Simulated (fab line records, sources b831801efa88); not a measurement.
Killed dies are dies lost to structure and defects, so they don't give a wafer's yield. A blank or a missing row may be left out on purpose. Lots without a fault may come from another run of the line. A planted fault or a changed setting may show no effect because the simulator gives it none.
fab line records | flow sky130
record lots=5 wafers=15 last_day=50
route steps=708 shown GATE_OXIDE@192 POLY_GATE@204 RES_PROTECT@207 PAD_OPEN@708
lots that met no fault: from a run of the same line without faults
start_h: hours from the record's first day to the start of the lot's first wafer shown | wait_h: hours since the lot's step before | " the same as in the row above | L1.1+2: a row that stands for several wafers | - no value, or no start given | * or withheld: withheld | < > ~ a bound
route shown NAME@n: a module of which the file shows steps, and the number in the route of the first | usual: mean/standard deviation of fault-free wafers | same: alike in all rows | chamber/n: place in a boat | sites: the reading at each site | _std_site: their standard deviation | _edge_site: outer sites' mean less inner sites' | radius_mm: how far each site lies from the wafer's centre | mask NAME#n: copy n | behind: the tool/chamber that last shaped the wafer | hold: why the lot was held/for how many hours/how that ended | device: the transistor (n, p or np) that didn't switch | end of line: the same wafers' tests at the end of the route | a step without rows: its recipe alone | killed: dies lost to structure and defects at the first sort, not the wafer's yield | map: a wafer's dies, x killed, . not, _ none there
set.NAME: the setting as run; set.NAME@STEP: as run at that earlier step | model.NAME: the simulator's own value behind a step, which no gauge read
lots at some steps of the route; a table a step, a row a wafer
services: from which hour (start_h, from the record's first day; less than 0 if before it) a tool's chamber was out of use, for how many hours, and why
## steps
# step SKY_GATE_OXIDE_COAT_05
# recipe resist=NOVOLAK spin_rpm=3000 resist_thk_nm=1140
# step SKY_GATE_OXIDE_SOFTBAKE_06
# recipe temp_c=90 time_s=60 resist=NOVOLAK
# step SKY_GATE_OXIDE_EXPOSE_07
# recipe mask_id=LVOM na=0.6 source_shape=conventional sigma_outer=0.6 polarization=unpolarized target_cd_nm=600 dose_mj=170
# step SKY_GATE_OXIDE_PEB_08
# recipe temp_c=withheld time_s=* resist=NOVOLAK
# step SKY_GATE_OXIDE_DEVELOP_09
# recipe resist=NOVOLAK developer=TMAH develop_time_s=60 dev_temp_c=23
# step SKY_GATE_OXIDE_OVL_MEAS_10
# usual GATE_OXIDE_OVL=-1.8/1.7
# columns lot.wafer tool chamber start_h wait_h GATE_OXIDE_OVL[nm]
L401.1 overlay-02 - 363.61 0.1 -0.9
L401.4 " - " " -2.4
L401.5 " - " " -1.9
L403.1 overlay-01 - 375.56 0.1 -2.6
L403.2 " - " " -0.4
L403.4 " - " " -2.2
L413.1 overlay-01 - 465.40 0.1 -5.2
L413.3 " - " " -4.5
L413.4 " - " " -3.9
L412.2 overlay-02 - 465.71 0.1 -2.3
L412.5 " - " " -1.0
L412.6 " - " " -2.7
L417.1 overlay-01 - 501.78 0.1 -1.1
L417.2 " - " " 0.8
L417.6 " - " " -1.4
# step SKY_GATE_OXIDE_IMPLANT_11
# recipe species=B energy_kev=10 dose_cm2=2.6e+12 tilt_deg=withheld
# step SKY_GATE_OXIDE_WET_ETCH_12
# recipe chemistry=dHF target_depth_nm=16.8 dry=n2_spin target=SiO2 dilution=100:1 temp_c=25 time_s=336
# step SKY_GATE_OXIDE_STRIP_13
# recipe chemistry=O2/N2 power_w=1400 pressure_mtorr=1500 platen_temp_c=withheld o2_flow_sccm=3000 n2_flow_sccm=300 overash_fraction=0.5
# usual drypump_motor_current_A=5.77/0.23 oes_product_au=0.715/0.0045 strip_time_to_endpoint_s=14.17/0.051
# columns lot.wafer tool chamber start_h wait_h drypump_motor_current_A oes_product_au rf_hours_counter_h strip_time_to_endpoint_s
L401.1 plasma_asher-02 1 363.92 0.0 5.50 0.713 23 14.19
L401.4 " 0 " " 5.62 0.715 - 14.13
L401.5 " 0 " " 5.64 0.716 - 14.15
L403.1 plasma_asher-01 1 375.86 0.0 5.83 0.710 69 14.19
L403.2 " 0 " " 5.58 0.717 69 14.17
L403.4 " 0 " " 5.57 0.718 - 14.18
L413.1 plasma_asher-04 0 465.69 0.0 6.21 0.722 66 14.22
L413.3 " 0 " " 6.23 0.722 - 14.23
L413.4 " 1 " " 5.77 0.706 - 14.30
L412.2 plasma_asher-01 1 466.00 0.0 5.88 0.719 3 14.23
L412.5 " 1 " " 5.91 0.714 - 14.24
L412.6 " 0 " " 5.60 0.719 - 14.24
L417.1 plasma_asher-02 0 502.07 0.0 5.67 0.712 37 14.19
L417.2 " 1 " " 5.49 0.713 37 14.16
L417.6 " 1 " " 5.49 0.713 - 14.14
# step SKY_GATE_OXIDE_TW_MEAS_14
# usual GATE_OXIDE_TW=225.7/1.7
# columns lot.wafer tool chamber start_h wait_h GATE_OXIDE_TW
L401.1 film_metro-01 - 364.02 0.1 226.3
L401.4 " - " " 226.1
L401.5 " - " " 226.1
L403.1 film_metro-03 - 375.96 0.1 226.0
L403.2 " - " " 226.1
L403.4 " - " " 224.6
L413.1 film_metro-01 - 465.79 0.1 227.6
L413.3 " - " " 228.6
L413.4 " - " " 227.8
L412.2 film_metro-03 - 466.11 0.1 225.1
L412.5 " - " " 225.8
L412.6 " - " " 226.4
L417.1 film_metro-04 - 502.17 0.1 222.9
L417.2 " - " " 223.6
L417.6 " - " " 222.4
# step SKY_GATE_OXIDE_CLEAN_15
# recipe chemistry=SC1/SC2 mix=1:4:20 temp_c=70 time_s=150 dry=n2_spin
# step SKY_GATE_OXIDE_OXIDATION_16
# recipe temp_c=800 ambient=O2 idle_temp_c=700 ramp_up_c_per_min=10 ramp_down_c_per_min=3 stabilise_s=600 purge_s=300 target_thk_a=35.7 ox_time_s=1915
# step SKY_POLY_GATE_CVD_00
# recipe material=poly-Si target_thk_nm=180 temp_c=620 time_s=720 pressure_mtorr=200
# usual spike_tc_bottom_C=642.7/1 zone_power_bottom_pct=13.2/0.38 zone_power_lower_pct=9.8/0.52
# columns lot.wafer tool chamber start_h wait_h spike_tc_bottom_C zone_power_bottom_pct zone_power_lower_pct model.poly-Si_of_POLY_GATE_CVD_00.thk_nm
L401.1 lpcvd-01 1 366.57 0.0 644.8 13.1 10.6 177.5
L401.4 " 1 " " 641.6 12.7 10.4 178.8
L401.5 " 1 " " 644.7 13.0 10.1 178
L403.1 lpcvd-01 1 377.60 0.0 643.4 12.8 10.3 138.4
L403.2 " 1 " " 644.0 12.8 10.6 138.5
L403.4 " 1 " " 643.8 12.6 10.1 137.6
L413.1 lpcvd-01 0 467.43 0.0 641.7 13.3 9.3 181.2
L413.3 " 0 " " 643.8 13.5 9.2 180.9
L413.4 " 0 " " 642.7 13.5 9.3 179.5
L412.2 lpcvd-01 0 468.97 0.0 640.7 13.5 9.4 182.1
L412.5 " 0 " " 643.2 13.4 9.2 183.2
L412.6 " 0 " " 645.2 13.4 9.3 181.4
L417.1 lpcvd-01 0 504.71 0.8 642.6 13.2 9.2 181.5
L417.2 " 0 " " 644.6 13.5 9.2 183
L417.6 " 0 " " 643.0 13.7 9.3 182
# step SKY_POLY_GATE_THK_MEAS_01
# recipe reads=poly-Si_of_POLY_GATE_CVD_00
# usual POLY_GATE_CVD_00_THK=181.1/1.5
# columns lot.wafer tool chamber start_h wait_h hold POLY_GATE_CVD_00_THK[nm]
L401.1 film_metro-04 - 367.77 0.0 - 177.5
L401.4 " - " " - 178.9
L401.5 " - " " - 177.9
L403.1 film_metro-02 - 378.80 0.0 await_dispo/0.2h/release 138.3
L403.2 " - " " await_dispo/0.2h/release 138.5
L403.4 " - " " await_dispo/0.2h/release 137.7
L403.1 film_metro-02 - 379.10 0.3 - 138.4
L403.2 " - " " - 138.6
L403.4 " - " " - 137.7
L413.1 film_metro-03 - 468.63 0.0 - 181.1
L413.3 " - " " - 180.9
L413.4 " - " " - 179.5
L412.2 film_metro-03 - 470.18 0.0 - 182.0
L412.5 " - " " - 183.2
L412.6 " - " " - 181.4
L417.1 film_metro-03 - 505.91 0.0 - 181.5
L417.2 " - " " - 183.1
L417.6 " - " " - 181.9
# step SKY_RES_PROTECT_HMDS_01
# recipe prime_time_s=60 prime_temp_c=120
# step SKY_RES_PROTECT_COAT_02
# recipe resist=NOVOLAK spin_rpm=3000 resist_thk_nm=1140
# step SKY_RES_PROTECT_SOFTBAKE_03
# recipe temp_c=90 time_s=60 resist=NOVOLAK
# step SKY_RES_PROTECT_EXPOSE_04
# recipe mask_id=RPM na=0.6 source_shape=conventional sigma_outer=0.6 polarization=unpolarized target_cd_nm=1270 dose_mj=131
# step SKY_RES_PROTECT_PEB_05
# recipe temp_c=withheld time_s=* resist=NOVOLAK
# step SKY_RES_PROTECT_DEVELOP_06
# recipe resist=NOVOLAK developer=TMAH develop_time_s=60 dev_temp_c=23
# step SKY_POLY_GATE_IMPLANT_02
# recipe species=P energy_kev=30 dose_cm2=7.889e+15 tilt_deg=0
# step SKY_RES_PROTECT_STRIP_07
# recipe chemistry=O2/N2 power_w=1400 pressure_mtorr=1500 platen_temp_c=withheld o2_flow_sccm=3000 n2_flow_sccm=300 overash_fraction=0.5
# usual drypump_motor_current_A=5.7/0.35 oes_product_au=0.516/0.0046 strip_time_to_endpoint_s=23.40/0.041
# columns lot.wafer tool chamber start_h wait_h drypump_motor_current_A oes_product_au rf_hours_counter_h strip_time_to_endpoint_s
L401.1 plasma_asher-04 0 395.97 0.1 6.2 0.518 59 23.36
L401.4 " 0 " " 6.2 0.519 - 23.37
L401.5 " 1 " " 5.8 0.511 - 23.40
L403.1 plasma_asher-04 0 403.91 0.2 6.2 0.520 60 23.35
L403.2 " 1 " " 5.8 0.517 60 23.39
L403.4 " 1 " " 5.8 0.517 - 23.41
L413.1 plasma_asher-04 1 500.05 0.1 5.8 0.516 70 23.44
L413.3 " 0 " " 6.2 0.516 - 23.38
L413.4 " 1 " " 5.8 0.519 - 23.41
L412.2 plasma_asher-03 0 501.33 0.1 5.1 0.514 78 23.41
L412.5 " 0 " " 5.2 0.514 - 23.45
L412.6 " 1 " " 5.7 0.517 - 23.40
L417.1 plasma_asher-02 1 536.52 0.1 5.5 0.512 40 23.41
L417.2 " 0 " " 5.6 0.519 40 23.45
L417.6 " 1 " " 5.5 0.516 - 23.41
# step SKY_RES_PROTECT_TW_MEAS_08
# usual POLY_GATE_TW=4053/34
# columns lot.wafer tool chamber start_h wait_h POLY_GATE_TW
L401.1 film_metro-02 - 396.07 0.1 4060
L401.4 " - " " 4044
L401.5 " - " " 4047
L403.1 film_metro-01 - 404.01 0.1 4073
L403.2 " - " " 4095
L403.4 " - " " 4102
L413.1 film_metro-02 - 500.15 0.1 4015
L413.3 " - " " 4054
L413.4 " - " " 4050
L412.2 film_metro-04 - 501.44 0.1 4022
L412.5 " - " " 4020
L412.6 " - " " 4039
L417.1 film_metro-02 - 536.62 0.1 4066
L417.2 " - " " 4033
L417.6 " - " " 4060
# step SKY_RES_PROTECT_CLEAN_09
# recipe chemistry=SC1/SC2 mix=1:4:20 temp_c=70 time_s=150 dry=n2_spin
# step SKY_POLY_GATE_CVD_03
# recipe material=Si3N4 precursor=DCS/NH3 target_thk_nm=75 temp_c=770 time_s=1290 pressure_mtorr=250
# step SKY_POLY_GATE_THK_MEAS_04
# recipe reads=Si3N4_of_POLY_GATE_CVD_03
# usual POLY_GATE_CVD_03_THK=75.0/0.68
# columns lot.wafer tool chamber start_h wait_h POLY_GATE_CVD_03_THK[nm]
L401.1 film_metro-04 - 400.19 0.0 74.6
L401.4 " - " " 74.8
L401.5 " - " " 75.1
L403.1 film_metro-03 - 411.88 0.0 75.2
L403.2 " - " " 75.5
L403.4 " - " " 75.1
L413.1 film_metro-02 - 501.84 0.0 74.8
L413.3 " - " " 74.9
L413.4 " - " " 75.1
L412.2 film_metro-02 - 503.21 0.0 75.5
L412.5 " - " " 75.7
L412.6 " - " " 75.7
L417.1 film_metro-02 - 538.18 0.0 74.3
L417.2 " - " " 74.8
L417.6 " - " " 73.7
# step SKY_POLY_GATE_DEHYDRATE_05
# recipe temp_c=200 time_s=60
# step SKY_POLY_GATE_HMDS_06
# recipe prime_time_s=60 prime_temp_c=120
# step SKY_POLY_GATE_COAT_07
# recipe resist=BARC temp_c=withheld time_s=withheld spin_rpm=3000 resist_thk_nm=110
# step SKY_POLY_GATE_COAT_08
# recipe resist=KrF-thick spin_rpm=3000 resist_thk_nm=450
# step SKY_POLY_GATE_SOFTBAKE_09
# recipe temp_c=100 time_s=90 resist=KrF-thick
# step SKY_POLY_GATE_EXPOSE_10
# recipe mask_id=P1M na=0.68 source_shape=conventional sigma_outer=0.6 target_cd_nm=150 dose_mj=28
# step SKY_POLY_GATE_PEB_11
# recipe peb_temp_c=withheld peb_time_s=withheld resist=KrF-thick
# step SKY_POLY_GATE_DEVELOP_12
# recipe develop_time_s=60 resist=KrF-thick dev_temp_c=21
# step SKY_POLY_GATE_CD_MEAS_13
# recipe target_cd_nm=150
# usual cd_nm=150.1/1.2
# columns lot.wafer tool chamber start_h wait_h cd_nm
L401.1 cd_sem-01 - 429.97 - 148.5
L401.4 " - " " 148.7
L401.5 " - " " 148.8
L403.1 cd_sem-01 - 440.52 - 151.8
L403.2 " - " " 150.9
L403.4 " - " " 150.9
L413.1 cd_sem-02 - 532.91 - 149.1
L413.3 " - " " 148.9
L413.4 " - " " 150.2
L412.2 cd_sem-02 - 533.92 - 150.1
L412.5 " - " " 151.1
L412.6 " - " " 150.8
L417.1 cd_sem-01 - 567.57 - 149.4
L417.2 " - " " 151.6
L417.6 " - " " 151.3
# step SKY_POLY_GATE_OVL_MEAS_14
# usual POLY_GATE_OVL=0/5.7
# columns lot.wafer tool chamber start_h wait_h POLY_GATE_OVL[nm]
L401.1 overlay-01 - 430.09 0.1 -6
L401.4 " - " " -12
L401.5 " - " " -5
L403.1 overlay-02 - 440.64 0.1 -2
L403.2 " - " " -5
L403.4 " - " " -7
L413.1 overlay-02 - 533.03 0.1 0
L413.3 " - " " -2
L413.4 " - " " -10
L412.2 overlay-01 - 534.02 0.1 9
L412.5 " - " " -5
L412.6 " - " " 8
L417.1 overlay-02 - 567.69 0.1 -2
L417.2 " - " " 2
L417.6 " - " " -7
# step SKY_POLY_GATE_ETCH_15
# recipe chemistry=N2/H2 target=BARC ion_energy_ev=200 source_w=500 bias_w=100 pressure_mtorr=30 n2_flow_sccm=100 h2_flow_sccm=200 stop_on=SiO2 time_s=118.5 target_depth_a=1100
# usual drypump_motor_current_A=5.6/0.48 oes_product_au=0.716/0.0048 rf_fwd_power_W=497.6/1.6 throttle_valve_pct=13.212/0.0094
# columns lot.wafer tool chamber start_h wait_h drypump_motor_current_A oes_product_au rf_fwd_power_W rf_hours_counter_h throttle_valve_pct
L401.1 rie_diel-02 0 430.13 0.0 5.2 0.715 497.2 9 13.202
L401.4 " 0 " " 5.2 0.712 498.1 - 13.196
L401.5 " 3 " " 5.9 0.706 496.7 - 13.215
L403.1 rie_diel-01 0 440.68 0.0 4.8 0.718 496.4 12 13.227
L403.2 " 1 " " 5.4 0.715 496.0 10 13.197
L403.4 " 2 " " 6.1 0.720 499.5 11 13.224
L413.1 rie_diel-02 0 533.07 0.0 5.1 0.715 496.6 11 13.209
L413.3 " 3 " " 5.9 0.710 497.8 81 13.226
L413.4 " 1 " " 6.4 0.723 495.7 30 13.207
L412.2 rie_diel-01 2 534.05 0.0 6.1 0.717 497.2 13 13.205
L412.5 " 3 " " 5.6 0.716 501.9 - 13.218
L412.6 " 2 " " 6.1 0.706 499.4 - 13.220
L417.1 rie_diel-01 2 567.73 0.0 6.1 0.715 494.7 14 13.214
L417.2 " 3 " " 5.6 0.713 499.9 14 13.210
L417.6 " 1 " " 5.4 0.716 498.0 - 13.204
# step SKY_POLY_GATE_ETCH_16
# recipe stop_on=poly-Si chemistry=CH3F/O2 target=Si3N4 source_w=400 bias_w=80 pressure_mtorr=25 ch3f_flow_sccm=40 O2_flow_sccm=30 time_s=150 target_depth_a=750
# usual O2_flow_sccm=29.99/0.089 ch3f_flow_sccm=40.00/0.12 drypump_motor_current_A=5.6/0.48 oes_product_au=0.640/0.0051 throttle_valve_pct=10.536/0.01
# columns lot.wafer tool chamber start_h wait_h O2_flow_sccm ch3f_flow_sccm drypump_motor_current_A oes_product_au rf_hours_counter_h throttle_valve_pct model.poly-Si_of_POLY_GATE_CVD_00.thk_nm
L401.1 rie_diel-02 0 430.21 0.0 29.86 40.07 5.1 0.642 9 10.519 176.7
L401.4 " 0 " " 29.86 39.96 5.1 0.631 - 10.518 178
L401.5 " 3 " " 29.84 39.76 5.9 0.642 - 10.537 177.1
L403.1 rie_diel-01 0 440.76 0.0 30.10 39.98 4.8 0.640 12 10.526 137.5
L403.2 " 1 " " 29.86 40.13 5.4 0.645 10 10.551 137.7
L403.4 " 2 " " 29.96 39.83 6.1 0.647 11 10.526 136.8
L413.1 rie_diel-02 0 533.15 0.0 30.02 39.79 5.1 0.649 11 10.522 180.3
L413.3 " 3 " " 29.99 39.99 5.9 0.643 81 10.529 180
L413.4 " 1 " " 29.92 40.07 6.4 0.637 30 10.539 178.6
L412.2 rie_diel-01 2 534.14 0.0 30.19 40.25 6.1 0.651 13 10.531 181.2
L412.5 " 3 " " 29.97 39.90 5.6 0.640 - 10.556 182.3
L412.6 " 2 " " 30.10 40.18 6.1 0.644 - 10.525 180.5
L417.1 rie_diel-01 2 567.81 0.0 29.98 40.09 6.1 0.635 14 10.545 180.7
L417.2 " 3 " " 30.10 39.97 5.5 0.646 14 10.539 182.2
L417.6 " 1 " " 30.01 39.73 5.3 0.636 - 10.527 181.1
# step SKY_POLY_GATE_ETCH_17
# recipe target_depth_nm=180 stop_on=SiO2 over_etch_frac=0.56667 chemistry=HBr/Cl2 target=poly-Si icp_w=400 bias_w=100 pressure_mtorr=10 HBr_flow_sccm=150 Cl2_flow_sccm=50 time_s=70.5
# usual drypump_motor_current_A=5.9/0.45 oes_product_au=0.990/0.0077 rf_fwd_power_W=396.9/1.3 throttle_valve_pct=33.685/0.0091
# columns lot.wafer tool chamber start_h wait_h drypump_motor_current_A oes_product_au rf_fwd_power_W rf_hours_counter_h throttle_valve_pct model.etch.depth_nm model.POLY_GATE.feature_depth_nm
L401.1 rie_si-01 1 430.31 0.0 6.0 0.977 397.1 19 33.688 176.7 176.7
L401.4 " 3 " " 6.2 0.980 399.2 50 33.693 178 178
L401.5 " 3 " " 6.2 0.980 399.0 - 33.670 177.1 177.1
L403.1 rie_si-01 1 440.86 0.0 5.9 0.827 395.4 19 33.676 137.5 137.5
L403.2 " 0 " " 6.4 0.828 396.8 57 33.676 137.7 137.7
L403.4 " 2 " " 6.2 0.819 395.5 3 33.691 136.8 136.8
L413.1 rie_si-02 3 533.25 0.0 6.2 0.992 398.1 39 33.683 180.3 180.3
L413.3 " 2 " " 5.8 0.992 397.0 2 33.699 180 180
L413.4 " 0 " " 5.1 0.987 395.7 - 33.683 176.8 176.8
L412.2 rie_si-01 1 534.24 0.0 5.9 0.992 395.7 19 33.677 181.2 181.2
L412.5 " 1 " " 6.0 0.991 397.1 - 33.707 180.9 180.9
L412.6 " 2 " " 6.3 0.991 397.9 - 33.690 180.5 180.5
L417.1 rie_si-02 1 567.91 0.0 5.2 0.995 398.1 0 33.683 180.7 180.7
L417.2 " 2 " " 5.9 1.005 397.7 2 33.692 182.2 182.2
L417.6 " 2 " " 5.9 0.990 397.9 - 33.681 181.1 181.1
# step SKY_POLY_GATE_STRIP_18
# recipe chemistry=O2/N2 power_w=1400 pressure_mtorr=1500 platen_temp_c=withheld o2_flow_sccm=3000 n2_flow_sccm=300 overash_fraction=0.5
# usual drypump_motor_current_A=5.7/0.35 oes_product_au=0.360/0.005 strip_time_to_endpoint_s=3.15/0.04
# columns lot.wafer tool chamber start_h wait_h drypump_motor_current_A oes_product_au rf_hours_counter_h strip_time_to_endpoint_s
L401.1 plasma_asher-01 0 430.36 0.0 5.6 0.369 0 3.21
L401.4 " 1 " " 5.9 0.364 - 3.20
L401.5 " 0 " " 5.6 0.367 - 3.13
L403.1 plasma_asher-03 0 440.91 0.0 5.1 0.364 72 3.15
L403.2 " 1 " " 5.7 0.358 72 3.12
L403.4 " 1 " " 5.7 0.352 - 3.14
L413.1 plasma_asher-03 0 533.30 0.0 5.2 0.362 81 3.17
L413.3 " 0 " " 5.1 0.356 - 3.15
L413.4 " 1 " " 5.7 0.365 - 3.21
L412.2 plasma_asher-04 0 534.29 0.0 6.2 0.357 73 3.11
L412.5 " 1 " " 5.8 0.355 - 3.22
L412.6 " 0 " " 6.2 0.357 - 3.13
L417.1 plasma_asher-04 1 567.96 0.0 5.8 0.358 76 3.07
L417.2 " 0 " " 6.2 0.361 76 3.16
L417.6 " 1 " " 5.8 0.347 - 3.08
# step SKY_PAD_OPEN_PROBE_99
# usual killed_at_M0_to_M3=43/7 killed_at_M4_up=3.3/1.8 killed_at_contacts=24/6.2 killed_at_front_end=16/4.7 killed_at_other=0.4/0.58 killed_dies=87/10 killed_open=47/6.4 killed_short=39/7
# same gross_dies=492 killed_at_back_side=0
# columns lot.wafer tool chamber start_h wait_h killed_at_M0_to_M3 killed_at_M4_up killed_at_contacts killed_at_front_end killed_at_other killed_dies killed_open killed_short model.etest.res_xhigh_po.line_ohm_um model.etest.res_xhigh_po.rs_ohm_sq model.etest.res_high_po.line_ohm_um model.etest.res_poly.line_ohm_um model.etest.tip_sonos.rs_ohm_sq model.etest.res_high_po.rs_ohm_sq model.etest.licon_high_po.rc_ohm model.etest.res_poly.rs_ohm_sq
L401.1 prober-01 - 1121.35 0.1 58 5 32 19 1 115 46 69 5501 1894 742.6 525.2 2640 255.2 328.8 46.36
L401.4 prober-01 - 1121.50 0.2 53 5 31 8 0 97 55 42 5555 1924 740.4 521.5 2692 254.8 345.6 46.57
L401.5 prober-01 - 1121.55 0.2 47 7 28 11 1 94 52 42 5562 1946 737.8 498.4 2685 257.9 333.1 47.07
L403.1 prober-01 - 1123.40 0.1 39 2 25 17 0 83 45 38 5382 1905 889.5 619.6 2594 311.8 329.4 59.02
L403.2 prober-01 - 1123.45 0.1 43 6 18 10 0 77 42 35 5369 1881 897.5 642.1 2597 312 314.1 58.82
L403.4 prober-01 - 1123.55 0.2 34 3 22 16 1 76 37 39 5222 1838 884.5 621.9 2613 305.9 316.2 58.89
L413.1 prober-02 - 1179.65 0.1 51 2 28 16 2 99 57 42 5477 1896 715.9 486.3 2720 251.8 335.6 45.51
L413.3 prober-02 - 1179.75 0.2 39 7 29 14 2 91 44 45 5641 2010 738.5 492.3 2702 257.7 334.4 46.8
L413.4 prober-02 - 1179.80 0.2 48 3 34 12 2 99 49 48 5594 1943 731.7 500.3 2785 254.8 348.6 46.68
L412.2 prober-01 - 1181.54 0.1 44 5 19 15 1 84 47 36 5473 1899 719.3 498.4 2650 255.8 353.6 46.28
L412.5 prober-01 - 1181.69 0.2 47 7 22 12 0 88 43 45 5485 1929 721.1 485.7 2654 254.8 340 46.54
L412.6 prober-01 - 1181.74 0.2 32 5 29 23 0 89 44 45 5478 1942 729.1 484.5 2635 259 347.8 46.57
L417.1 prober-02 - 1201.74 0.1 45 4 20 13 0 82 47 35 5889 1994 741 496.9 2762 260.2 358.5 47.3
L417.2 prober-02 - 1201.79 0.1 50 2 27 18 0 97 54 43 5523 1960 735.6 481.4 2731 256.1 356.6 46.52
L417.6 prober-02 - 1201.99 0.2 50 1 22 15 0 88 52 36 5655 2025 740.9 497.7 2780 261.4 365.2 47.4
# killed by level:class
L401.1 METAL2:geometric_particle:short=10 CONTACT:geometric_particle:open=9 METAL1:geometric_particle:short=9 VIA1:geometric_particle:open=9 LOCAL_INTERCONNECT:geometric_particle:short=8 VIA3:geometric_particle:open=7 CONTACT:geometric_particle:short=6 LI_CONTACT:geometric_particle:open=6
L401.4 LI_CONTACT:geometric_particle:open=11 VIA1:geometric_particle:open=9 CONTACT:geometric_particle:open=9 VIA2:geometric_particle:open=9 VIA1:geometric_particle:short=8 METAL2:geometric_particle:short=5 VIA3:geometric_particle:open=5 CONTACT:geometric_particle:short=4
L401.5 VIA1:geometric_particle:open=12 LI_CONTACT:geometric_particle:open=8 METAL1:geometric_particle:short=8 CONTACT:geometric_particle:open=8 VIA2:geometric_particle:open=8 METAL4:geometric_particle:short=6 VIA1:geometric_particle:short=5 FIELD_ISO:geometric_particle:open=4
L403.1 CONTACT:geometric_particle:open=11 FIELD_ISO:geometric_particle:open=8 METAL1:geometric_particle:short=7 FIELD_ISO:geometric_particle:short=6 VIA3:geometric_particle:open=6 CONTACT:geometric_particle:short=6 VIA1:geometric_particle:open=6 VIA2:geometric_particle:open=6
L403.2 VIA2:geometric_particle:open=11 VIA1:geometric_particle:open=8 VIA1:geometric_particle:short=5 LOCAL_INTERCONNECT:geometric_particle:short=4 CONTACT:geometric_particle:short=4 CONTACT:geometric_particle:open=4 METAL2:geometric_particle:short=4 FIELD_ISO:geometric_particle:open=3
L403.4 CONTACT:geometric_particle:open=11 VIA1:geometric_particle:open=7 VIA1:geometric_particle:short=6 FIELD_ISO:geometric_particle:open=4 FIELD_ISO:geometric_particle:short=4 LOCAL_INTERCONNECT:geometric_particle:short=4 VIA2:geometric_particle:open=4 METAL1:geometric_particle:short=4
L413.1 VIA1:geometric_particle:open=11 VIA3:geometric_particle:open=11 LI_CONTACT:geometric_particle:open=9 CONTACT:geometric_particle:open=9 VIA2:geometric_particle:open=8 POLY_GATE:geometric_particle:short=6 METAL1:geometric_particle:short=6 CONTACT:geometric_particle:short=5
L413.3 METAL2:geometric_particle:short=10 CONTACT:geometric_particle:open=9 LI_CONTACT:geometric_particle:open=8 CONTACT:geometric_particle:short=6 VIA1:geometric_particle:open=6 VIA3:geometric_particle:open=5 VIA3:geometric_particle:short=4 METAL4:geometric_particle:short=4
L413.4 LI_CONTACT:geometric_particle:open=14 VIA1:geometric_particle:open=10 VIA1:geometric_particle:short=10 METAL1:geometric_particle:short=8 CONTACT:geometric_particle:open=7 LOCAL_INTERCONNECT:geometric_particle:short=5 POLY_GATE:geometric_particle:short=4 VIA2:geometric_particle:open=4
L412.2 CONTACT:geometric_particle:open=10 VIA3:geometric_particle:open=8 METAL1:geometric_particle:short=7 VIA1:geometric_particle:open=7 VIA2:geometric_particle:open=5 METAL3:geometric_particle:short=5 POLY_GATE:geometric_particle:open=4 LOCAL_INTERCONNECT:geometric_particle:open=4
L412.5 VIA1:geometric_particle:open=11 METAL1:geometric_particle:short=8 LOCAL_INTERCONNECT:geometric_particle:short=7 VIA3:geometric_particle:open=6 METAL4:geometric_particle:short=6 FIELD_ISO:geometric_particle:open=5 CONTACT:geometric_particle:short=5 VIA2:geometric_particle:open=5
L412.6 LOCAL_INTERCONNECT:geometric_particle:short=10 CONTACT:geometric_particle:open=7 VIA2:geometric_particle:open=7 CONTACT:geometric_particle:short=6 FIELD_ISO:geometric_particle:open=5 POLY_GATE:geometric_particle:short=5 VIA3:geometric_particle:open=5 METAL2:geometric_particle:short=5
L417.1 VIA3:geometric_particle:open=9 VIA1:geometric_particle:short=8 VIA1:geometric_particle:open=8 CONTACT:geometric_particle:open=7 FIELD_ISO:geometric_particle:open=5 LOCAL_INTERCONNECT:geometric_particle:short=5 VIA2:geometric_particle:open=5 LI_CONTACT:geometric_particle:open=4
L417.2 VIA1:geometric_particle:open=15 LI_CONTACT:geometric_particle:open=9 CONTACT:geometric_particle:open=7 METAL2:geometric_particle:short=6 LOCAL_INTERCONNECT:geometric_particle:short=6 VIA1:geometric_particle:short=6 VIA3:geometric_particle:open=6 VIA2:geometric_particle:open=5
L417.6 VIA1:geometric_particle:open=11 LI_CONTACT:geometric_particle:open=8 CONTACT:geometric_particle:open=8 VIA2:geometric_particle:open=7 VIA1:geometric_particle:short=6 METAL2:geometric_particle:short=6 VIA3:geometric_particle:open=6 METAL1:geometric_particle:short=4
## services
# columns tool chamber start_h hours kind
plasma_asher-02 - 364.09 1.0 repair
plasma_asher-02 - 382.40 2.8 pm
rie_diel-01 3 382.50 5.3 repair
plasma_asher-03 - 402.84 3.4 repair
rie_diel-01 2 417.03 5.7 repair
plasma_asher-01 - 421.35 9.0 pm
rie_diel-02 2 429.73 - clean
rie_diel-02 2 429.73 17.4 scheduled_down
rie_diel-02 2 429.73 17.4 vent_cycle
plasma_asher-04 - 440.78 1.6 repair
rie_diel-01 1 444.61 1.8 repair
plasma_asher-01 - 446.51 1.3 repair
rie_diel-02 - 446.61 2.8 pm
rie_si-01 2 457.54 4.0 repair
rie_diel-02 3 466.97 5.4 repair
rie_diel-02 3 478.36 3.0 repair
rie_diel-02 0 497.83 5.5 repair
lpcvd-01 - 499.63 0.9 repair
rie_si-02 1 518.49 22.5 repair
rie_si-01 - 518.70 0.6 repair
rie_diel-02 - 542.34 0.6 repair
rie_si-02 - 548.40 2.8 pm
plasma_asher-04 - 557.40 2.8 pm
rie_si-01 1 564.57 4.2 repair
## key
first_sign step=SKY_POLY_GATE_THK_MEAS_01 reading=visit direction=added
effect step=SKY_POLY_GATE_THK_MEAS_01 reading=POLY_GATE_CVD_00_THK direction=down sigmas=28 usual=181.1 struck=138.2
effect step=SKY_POLY_GATE_ETCH_17 reading=oes_product_au direction=down sigmas=22 usual=0.990 struck=0.824
model_effect step=SKY_POLY_GATE_CVD_00 value=poly-Si_of_POLY_GATE_CVD_00.thk_nm without=180.9 struck=138.2
model_effect step=SKY_POLY_GATE_ETCH_16 value=poly-Si_of_POLY_GATE_CVD_00.thk_nm without=180.1 struck=137.3
model_effect step=SKY_POLY_GATE_ETCH_17 value=etch.depth_nm without=179.1 struck=137.3
model_effect step=SKY_PAD_OPEN_PROBE_99 value=etest.res_xhigh_po.line_ohm_um without=5772 struck=5324
met_at SKY_POLY_GATE_CVD_00
struck_wafers L403.1,L403.2,L403.4
tester_left_out L403
onset_between 366.57 377.60
fault kind=process_parameter_drift tool=lpcvd-01 chamber=1 onset_h=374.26 steps=SKY_POLY_GATE_CVD_00 channel=target_thk_nm offset=-42.753 shape=step end_h=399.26 stated=180
# tester_left_out: of these lots the tester's yield and bins aren't shown, on N5 and GAA mostly nor the transistor test; their killed dies are dies lost to structure and defects alone, not to doping, threshold or leakage, so they don't give the yield
